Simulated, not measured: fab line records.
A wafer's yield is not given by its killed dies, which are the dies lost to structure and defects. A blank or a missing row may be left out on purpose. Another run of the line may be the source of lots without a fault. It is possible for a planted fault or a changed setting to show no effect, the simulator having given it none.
One fault seen from 2 desks -- flow gf180mcu -- only its own numbers are on each desk; what lay behind them is given at the end

## METROLOGY DESK
What the gauges read, lot by lot, whatever tool the lot ran on: means of the sampled wafers that have a number. Any lot whose mean is over 4 standard deviations away from the usual mean is out of limits and marked OUT; that distance is given in the brackets.
Columns: A = DUAL_GATE_OVL at GF_DUAL_GATE_OVL_MEAS_11, usual -0.5 nm; B = HV_LDD_2_TW at GF_HV_LDD_TW_MEAS_23, usual 1048
lot,first seen here,A,B
L877,day 8 14:33,-0.6,1047
L880,day 9 11:39,-0.3,1044
L882,day 10 01:29,-0.4,1048
L883,day 10 09:05,-1.0,1048
L884,day 10 15:15,0.0,1058
L885,day 10 22:36,0.1,1052
L886,day 11 08:39,-0.6,1043
L887,day 11 12:05,-0.4,1052
L888,day 11 22:38,-1.2,1026
L892,day 13 02:42,-0.7,1024
L896,day 14 06:03,-0.5,1060
L897,day 14 12:38,0.3,1045
L899,day 15 04:56,0.4,1044
Finding of this desk: none of the 13 lots has anything out of limits.

## THE TOOL OWNER'S DESK: implanter-03
The tool's own readings at GF_HV_LDD_IMPLANT_21: means of the sampled wafers that have a number, for each lot that ran on this tool. Any lot whose mean is over 4 standard deviations away from the usual mean is out of limits and marked OUT; that distance is given in the brackets.
Columns: A = beam-energy-keV at GF_HV_LDD_IMPLANT_21, usual 24.999
lot,first seen here,A
L877,day 11 01:44,25.003
L882,day 12 16:15,25.003
L883,day 13 01:21,24.994
L887,day 14 06:09,25.002
L888,day 14 17:54,23.179 (-99 or more) OUT
L892,day 15 23:31,23.177 (-99 or more) OUT
Finding of this desk: L888, L892 out of limits; the first was L888 at day 14 17:54, on beam-energy-keV at GF_HV_LDD_IMPLANT_21. L877, L882, L883, L887 stayed within limits.

## TAKEN TOGETHER
At day 14 17:54, on L888, L892, the tool owner's desk was in a position to raise an alarm.
Metrology desk: nothing out of limits seen.
The metrology desk holds a record of L888, L892, inside its limits.
Every lot named ran GF_HV_LDD_IMPLANT_21 on implanter-03.

## WHAT THE SIMULATOR PUT IN
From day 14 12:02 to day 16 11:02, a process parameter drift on implanter-03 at GF_HV_LDD_IMPLANT_21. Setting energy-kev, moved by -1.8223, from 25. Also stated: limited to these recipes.
Shown lots that were struck: L888, L892.
Each desk's first reading out of limits, in hours after the fault started: the tool owner's desk, 6.
